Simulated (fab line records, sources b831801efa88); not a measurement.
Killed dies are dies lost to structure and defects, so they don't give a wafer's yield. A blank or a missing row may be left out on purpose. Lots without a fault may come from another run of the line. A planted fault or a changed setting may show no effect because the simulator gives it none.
fab line records | flow gf180mcu
record lots=5 wafers=15 last_day=34
route steps=602 shown LVPWELL@58 MVSD@66
lots that met no fault: from a run of the same line without faults
start_h: hours from the record's first day to the start of the lot's first wafer shown | wait_h: hours since the lot's step before | " the same as in the row above | L1.1+2: a row that stands for several wafers | - no value, or no start given | * or withheld: withheld | < > ~ a bound
route shown NAME@n: a module of which the file shows steps, and the number in the route of the first | usual: mean/standard deviation of fault-free wafers | same: alike in all rows | chamber/n: place in a boat | sites: the reading at each site | _std_site: their standard deviation | _edge_site: outer sites' mean less inner sites' | radius_mm: how far each site lies from the wafer's centre | mask NAME#n: copy n | behind: the tool/chamber that last shaped the wafer | hold: why the lot was held/for how many hours/how that ended | device: the transistor (n, p or np) that didn't switch | end of line: the same wafers' tests at the end of the route | a step without rows: its recipe alone | killed: dies lost to structure and defects at the first sort, not the wafer's yield | map: a wafer's dies, x killed, . not, _ none there
set.NAME: the setting as run; set.NAME@STEP: as run at that earlier step | model.NAME: the simulator's own value behind a step, which no gauge read
lots at some steps of the route; a table a step, a row a wafer
services: from which hour (start_h, from the record's first day; less than 0 if before it) a tool's chamber was out of use, for how many hours, and why
## steps
# step GF_LVPWELL_EXPOSE_04
# recipe mask_id=LVPWELL target_cd_nm=600 na=0.6 source_shape=conventional sigma_outer=0.6 dose_mj=260
# step GF_LVPWELL_PEB_05
# recipe temp_c=115 time_s=withheld
# step GF_LVPWELL_DEVELOP_06
# recipe wall_angle_deg=90 develop_time_s=60 dev_temp_c=23
# step GF_LVPWELL_OVL_MEAS_07
# usual LVPWELL_OVL=-0.2/1.2
# columns lot.wafer tool chamber start_h wait_h LVPWELL_OVL[nm]
L990.1 overlay-02 - 74.80 - -0.3
L990.3 " - " " -0.8
L990.6 " - " " -1.0
L997.2 overlay-02 - 118.76 - 0.7
L997.4 " - " " 0.1
L997.6 " - " " 0.9
L998.1 overlay-02 - 120.30 - -0.1
L998.4 " - " " 0.2
L998.6 " - " " 1.0
L999.3 overlay-01 - 122.13 - 0.6
L999.4 " - " " 0.3
L999.6 " - " " 2.1
L108.1 overlay-02 - 180.47 - 0.5
L108.5 " - " " 0.4
L108.6 " - " " -0.9
# step GF_LVPWELL_IMPLANT_08
# recipe species=B energy_kev=170 dose_cm2=1.5e+13 tilt_deg=0
# step GF_LVPWELL_IMPLANT_09
# recipe species=B energy_kev=60 dose_cm2=5e+12 tilt_deg=0
# step GF_LVPWELL_STRIP_10
# recipe chemistry=O2/N2 power_w=1400 pressure_mtorr=1500 platen_temp_c=250 o2_flow_sccm=3000 n2_flow_sccm=300 overash_fraction=0.5
# usual chamber_pressure_mTorr=1500.1/1.4 drypump_motor_current_A=5.5/0.34 heater_power_w=332/13 oes_product_au=0.723/0.0043 strip_time_to_endpoint_s=36.95/0.12
# same overash_fraction=0.5
# columns lot.wafer tool chamber start_h wait_h chamber_pressure_mTorr drypump_motor_current_A heater_power_w oes_product_au rf_hours_counter_h strip_time_to_endpoint_s
L990.1 plasma_asher-04 1 75.14 0.1 1503.2 5.4 328 0.721 27 37.02
L990.3 " 0 " " 1498.6 5.4 320 0.722 - 37.03
L990.6 " 1 " " 1501.3 5.4 338 0.727 - 37.02
L997.2 plasma_asher-04 0 119.09 0.1 1500.3 5.4 310 0.725 33 36.90
L997.4 " 1 " " 1500.5 5.4 335 0.730 - 36.92
L997.6 " 1 " " 1499.4 5.5 344 0.727 - 36.95
L998.1 plasma_asher-01 0 120.63 0.1 1499.2 5.3 318 0.719 46 36.79
L998.4 " 0 " " 1499.0 5.3 320 0.723 - 36.68
L998.6 " 0 " " 1498.2 5.2 313 0.729 - 36.65
L999.3 plasma_asher-04 0 122.49 0.1 1498.8 5.4 325 0.727 - 36.91
L999.4 " 1 " " 1501.1 5.4 325 0.723 - 36.93
L999.6 " 0 " " 1499.9 5.4 315 0.727 - 36.94
L108.1 plasma_asher-01 0 180.80 0.1 1500.1 5.2 313 0.728 52 36.81
L108.5 " 1 " " 1500.0 5.9 330 0.721 - 37.00
L108.6 " 0 " " 1497.8 5.3 314 0.719 - 36.96
# step GF_LVPWELL_TW_MEAS_11
# usual LVPWELL_TW=557/5.9
# columns lot.wafer tool chamber start_h wait_h LVPWELL_TW
L990.1 film_metro-03 - 75.24 0.1 554
L990.3 " - " " 552
L990.6 " - " " 551
L997.2 film_metro-01 - 119.20 0.1 567
L997.4 " - " " 568
L997.6 " - " " 564
L998.1 film_metro-01 - 120.74 0.1 563
L998.4 " - " " 563
L998.6 " - " " 564
L999.3 film_metro-02 - 122.57 0.1 553
L999.4 " - " " 554
L999.6 " - " " 553
L108.1 film_metro-02 - 180.90 0.1 551
L108.5 " - " " 549
L108.6 " - " " 553
# step GF_MVSD_DEHYDRATE_00
# recipe temp_c=200 time_s=60
# step GF_MVSD_HMDS_01
# recipe prime_time_s=60 prime_temp_c=120
# step GF_MVSD_COAT_02
# recipe spin_rpm=2000 resist_thk_nm=3000
# step GF_MVSD_SOFTBAKE_03
# recipe temp_c=110 time_s=withheld
# step GF_MVSD_EXPOSE_04
# recipe mask_id=MVSD target_cd_nm=1000 na=0.6 source_shape=conventional sigma_outer=0.6 dose_mj=260
# columns lot.wafer tool chamber start_h wait_h mask
L990.1+3+6 iline_stepper-01 0 81.92 - MVSD#0
L997.2+4+6 iline_stepper-01 0 125.80 - MVSD_R1#0
L998.1+4+6 iline_stepper-02 0 128.54 - MVSD#0
L999.3+4+6 iline_stepper-02 0 130.39 - MVSD#0
L108.1+5+6 iline_stepper-02 0 189.74 - MVSD#0
# step GF_MVSD_PEB_05
# recipe temp_c=115 time_s=withheld
## services
# columns tool chamber start_h hours kind
iline_stepper-01 - 55.76 11.2 repair
plasma_asher-01 - 101.53 3.5 repair
iline_stepper-02 - 104.27 12.4 repair
iline_stepper-01 - 105.43 6.8 repair
plasma_asher-01 - 110.18 9.5 repair
iline_stepper-01 - 126.58 4.4 pm
iline_stepper-01 - 161.43 4.1 repair
iline_stepper-02 - 165.56 1.7 pm
## key
first_sign step=GF_MVSD_EXPOSE_04 reading=mask direction=changed
effect none on later readings
met_at GF_MVSD_EXPOSE_04
struck_wafers L997.2,L997.4,L997.6
sort_left_out L997.2,L997.4,L997.6
tester_left_out L997
onset_between 81.92 125.80
fault kind=wrong_mask tool=any chamber=- onset_h=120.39 steps=GF_MVSD_EXPOSE_04 aux_copy=MVSD_R1#0 cd_offset_nm=-200 scope=struck_lots_only
# tester_left_out: of these lots the tester's yield and bins aren't shown, on N5 and GAA mostly nor the transistor test; their killed dies are dies lost to structure and defects alone, not to doping, threshold or leakage, so they don't give the yield
# sort_left_out: the simulated sort isn't trusted on such a fault, so these wafers' sort isn't shown, and their yield isn't known
